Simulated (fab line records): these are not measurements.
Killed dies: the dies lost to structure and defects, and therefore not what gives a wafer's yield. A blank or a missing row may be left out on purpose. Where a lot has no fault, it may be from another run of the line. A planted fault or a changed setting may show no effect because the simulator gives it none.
Chamber matching ; flow sky130 ; SKY_VIA3_ETCH_14 on rie-diel-04 has 4 sister chambers
The step etches BARC in N2/H2, stops on SiO2, time 45.9 s, target depth 60 nm. 8 wafers are shown with their chamber, then 9 later ones without.

## EACH WAFER AND ITS CHAMBER
wafer;chamber;throttle-valve-pct (%);oes-product-au (a.u.)
L079.1;2;13.215;0.857
L079.5;1;13.216;0.862
L082.1;2;13.224;0.862
L082.3;0;13.226;0.863
L082.6;3;13.229;0.861
L087.1;0;13.227;0.857
L087.3;3;13.216;0.861
L087.4;1;13.221;0.857

## WAFERS MISSING THEIR CHAMBER
wafer;throttle-valve-pct (%);oes-product-au (a.u.)
L094.1;13.249;0.853
L094.4;13.227;0.855
L094.5;13.219;0.859
L095.2;13.212;0.853
L095.3;13.220;0.854
L095.6;13.215;0.858
L097.4;13.218;0.864
L097.5;13.230;0.855
L097.6;13.221;0.851

## CHAMBER TAKEN BY EACH
wafer;from the rows above;in truth
L094.1;can't be placed: 0 or 3 or 2 or 1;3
L094.4;can't be placed: 0 or 2 or 3 or 1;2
L094.5;can't be placed: 1 or 2 or 3 or 0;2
L095.2;can't be placed: 1 or 2 or 3 or 0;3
L095.3;can't be placed: 2 or 1 or 0 or 3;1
L095.6;can't be placed: 1 or 2 or 3 or 0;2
L097.4;can't be placed: 3 or 1 or 2 or 0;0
L097.5;can't be placed: 0 or 3 or 2 or 1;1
L097.6;can't be placed: 2 or 1 or 0 or 3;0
Correctly placed: 0 of 9. These rows do not allow placing 9 (true chamber among the candidates in 9). Wrongly placed: 0.
How it was worked out, from the rows above alone: a wafer's distance from a chamber is the root of the sum, over the readings, of the square of ((its reading less the chamber's mean) divided by the reading's scatter). The wafer belongs to the nearest chamber; if the next one is less than 2 further off, it can't be placed. The mean given for a chamber averages the wafers shown for that chamber. The scatter is the square root of a quotient: the sum, over the shown wafers, of each reading's squared deviation from its chamber's mean, divided by wafers minus chambers.
